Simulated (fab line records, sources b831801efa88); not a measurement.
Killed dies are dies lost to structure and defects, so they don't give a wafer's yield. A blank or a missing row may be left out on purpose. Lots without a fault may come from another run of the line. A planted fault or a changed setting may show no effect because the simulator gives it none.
Problem report in the 8D (eight disciplines) form, filled by code | flow gf180mcu | the parts of the form that need people (team, actions taken, sign-off) are left out

1. THE PROBLEM
DNWELL_TW at GF_DNWELL_TW_MEAS_09 reads a mean of 1122 on 6 wafers of 2 lots; wafers without a fault read 1350 with a standard deviation of 13. That is -18 standard deviations from the usual mean.
First seen on wafer L712.1, day 4 17:20, on film_metro-02. The record holds 39 wafers of 13 lots with a number at this step. Rule for "out", or "out of limits": more than 4 standard deviations from the usual mean. The other wafers with a number count as sound.

2. WHAT IT IS AND WHAT IT IS NOT
question                    | is                     | is not
which readings at this step | DNWELL_TW              | -
which lots                  | L712, L713             | L704, L706, L707, L718, L719, L720, L721, L723, L725, L726, L727
which wafers of those lots  | all that have a number | -
read on which gauges        | film_metro-02          | film_metro-03, film_metro-04
when                        | from day 4 17:20       | up to then (9 sound wafers); but 24 sound wafers of L718, L719, L720, L721, L723, L725, L726, L727 came after

3. SUSPECTS, AND WHAT RULES EACH OUT
Counting: a tool at a process step up to the reading stays a suspect if it ran every lot that is out and no sound lot after the first of them.
- the gauge at GF_DNWELL_TW_MEAS_09: ruled out. All the wafers that are out were read on film_metro-02, but those of them that GF_DNWELL_IMPLANT_07 has rows for are out there too, on other tools.
- implanter-04 at GF_DNWELL_IMPLANT_07: kept. It ran every lot that is out, first L712 (day 4 17:05), and no sound lot after that; its last sound lot up to then is L707 (day 3 21:26). Its own readings are out on those wafers: dose_ions_cm2, faraday_current_uA.
Left after counting: implanter-04 at GF_DNWELL_IMPLANT_07.

4. THE CAUSE (what the simulator had put in)
Process parameter drift: implanter-04, from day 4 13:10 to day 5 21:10, at GF_DNWELL_IMPLANT_07. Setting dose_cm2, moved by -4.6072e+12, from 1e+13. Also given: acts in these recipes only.
Counting left only this tool.

5. THE CHAIN OF EFFECTS, in route order
Each row: a reading whose mean over the struck wafers that have a number lies more than 3 standard deviations from the usual. Only readings for which the record gives a usual standard deviation are gone through. hours: the time from each lot's start at the first step in this table that gives one to its start at this step, as a median over the lots. sigmas: the change in usual standard deviations.
hours | step                 | reading            | usual | on struck wafers | change | sigmas
0     | GF_DNWELL_IMPLANT_07 | dose_ions_cm2      | 1e+13 | 5e+12            | -5e+12 | -99 or more
0     | GF_DNWELL_IMPLANT_07 | faraday_current_uA | 56.3  | 30.1             | -26.2  | -24
0     | GF_DNWELL_TW_MEAS_09 | DNWELL_TW          | 1350  | 1122             | -228   | -18
The process steps in it:
- GF_DNWELL_IMPLANT_07
Later measuring or inspecting steps at which every struck wafer that the step has a row for has a number for every such reading, and none has moved that far: GF_NWELL_TW_MEAS_11, GF_MVPSD_TW_MEAS_11.

6. WHAT WOULD HAVE CAUGHT IT SOONER
In this record the first reading out of limits at a measuring or inspecting step was taken at day 4 17:20, 4 hours after the fault began at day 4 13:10.
The tool's own readings at GF_DNWELL_IMPLANT_07 were out on every struck wafer that the step has a row for (dose_ions_cm2, faraday_current_uA): an alarm limit on them would have fired on the first of those.
Of the lots that are out (2), L713 began GF_DNWELL_IMPLANT_07 on implanter-04 after day 4 17:20. A hold on the tool at that time would have spared it.
